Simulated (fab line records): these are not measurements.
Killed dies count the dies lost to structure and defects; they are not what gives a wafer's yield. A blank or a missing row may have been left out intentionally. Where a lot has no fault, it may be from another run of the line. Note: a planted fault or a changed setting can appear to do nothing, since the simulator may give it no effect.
The tool behind it: which one?	flow gf180mcu	Sampling: 13 lots, 39 wafers, 2 of 602 route steps

WHAT EACH GAUGE READ, for each wafer
GF_V1_BOW_MEAS_05. Usual: V1_BOW typically reads 83 um, with standard deviation 6.9.
lot	measured	on	V1_BOW (um)	flag
L243	day 17 03:35	film metro-02	81 89 88	
L244	day 17 14:25	film metro-03	94 83 78	
L245	day 17 23:52	film metro-02	83 86 76	
L246	day 18 09:26	film metro-01	80 75 82	
L248	day 19 17:59	film metro-01	94 78 75	
L253	day 21 00:45	film metro-02	97 85 86 - - -	
L257	day 22 12:00	film metro-02	89 89 86	
L261	day 23 16:49	film metro-01	87 89 93	
L262	day 24 07:39	film metro-02	73 80 87	
L263	day 24 11:39	film metro-01	87 82 87	
L265	day 25 01:11	film metro-01	76 77 67	
L266	day 25 11:14	film metro-01	79 99 91	
L260	day 26 05:38	film metro-03	90 84 86	

WHAT TOOL EACH LOT RAN ON (gives the tool, then ch and the chambers of the sampled wafers, and finally the start)
lot	GF_V1_CMP_04
L243	cmp-02 ch 0,1,3, day 17 03:17
L244	cmp-02 ch 0,1,2, day 17 14:10
L245	cmp-02 ch 1,3, day 17 23:37
L246	cmp-02 ch 0,1, day 18 09:08
L248	cmp-02 ch 0,1,2, day 19 17:41
L253	cmp-02 ch 0,3, day 21 00:27
L257	cmp-01 ch 1,3, day 22 11:45
L261	cmp-01 ch 0,2, day 23 16:30
L262	cmp-02 ch 2,3, day 24 07:20
L263	cmp-01 ch 0,2,3, day 24 11:21
L265	cmp-02 ch 1,2,3, day 25 00:56
L266	cmp-02 ch 1,2,3, day 25 11:02
L260	cmp-02 ch 2,3, day 26 05:20
- GF_V1_CMP_04: polishes SiO2.

AS READ BY THE TOOLS THEMSELVES (means over the sampled wafers that have a number; for cases with no such wafer, the mark the record gives instead)
GF_V1_CMP_04. Usual: motor current A 12.1 A, standard deviation 0.67; time to endpoint s 83 s, standard deviation 6.8.
lot	tool	motor current A (A)	time to endpoint s (s)	flag
L243	cmp-02	12.0	74	
L244	cmp-02	12.5	78	
L245	cmp-02	11.9	79	
L246	cmp-02	12.3	75	
L248	cmp-02	12.3	84	
L253	cmp-02	11.8	46	OFF
L257	cmp-01	11.7	77	
L261	cmp-01	11.7	83	
L262	cmp-02	12.0	92	
L263	cmp-01	11.8	76	
L265	cmp-02	12.3	76	
L266	cmp-02	12.7	75	
L260	cmp-02	12.2	88	

THE ANSWER, worked out from the rows above alone
Rule: a lot counts as off when the mean over its wafers that have a number is more than 3 standard deviations away from the usual mean. Also off: a lot with no number at a reading for which 4 or more lots have one. All remaining lots with rows at the step are treated as sound. Order of review: gauges by route order, followed by the tools' own readings, for which a lot's mean as printed above is used. At the first step where some lot is off, the reading lying furthest off is the one used; lots without a number count as furthest.
Off: L253 (GF_V1_CMP_04, time to endpoint s).
A tool fits if, at that step or a process step before it, it ran every lot that is off, and no sound lot after the first of them. Not one of the candidates tried fits.

WHAT THE SIMULATOR HAD INSERTED
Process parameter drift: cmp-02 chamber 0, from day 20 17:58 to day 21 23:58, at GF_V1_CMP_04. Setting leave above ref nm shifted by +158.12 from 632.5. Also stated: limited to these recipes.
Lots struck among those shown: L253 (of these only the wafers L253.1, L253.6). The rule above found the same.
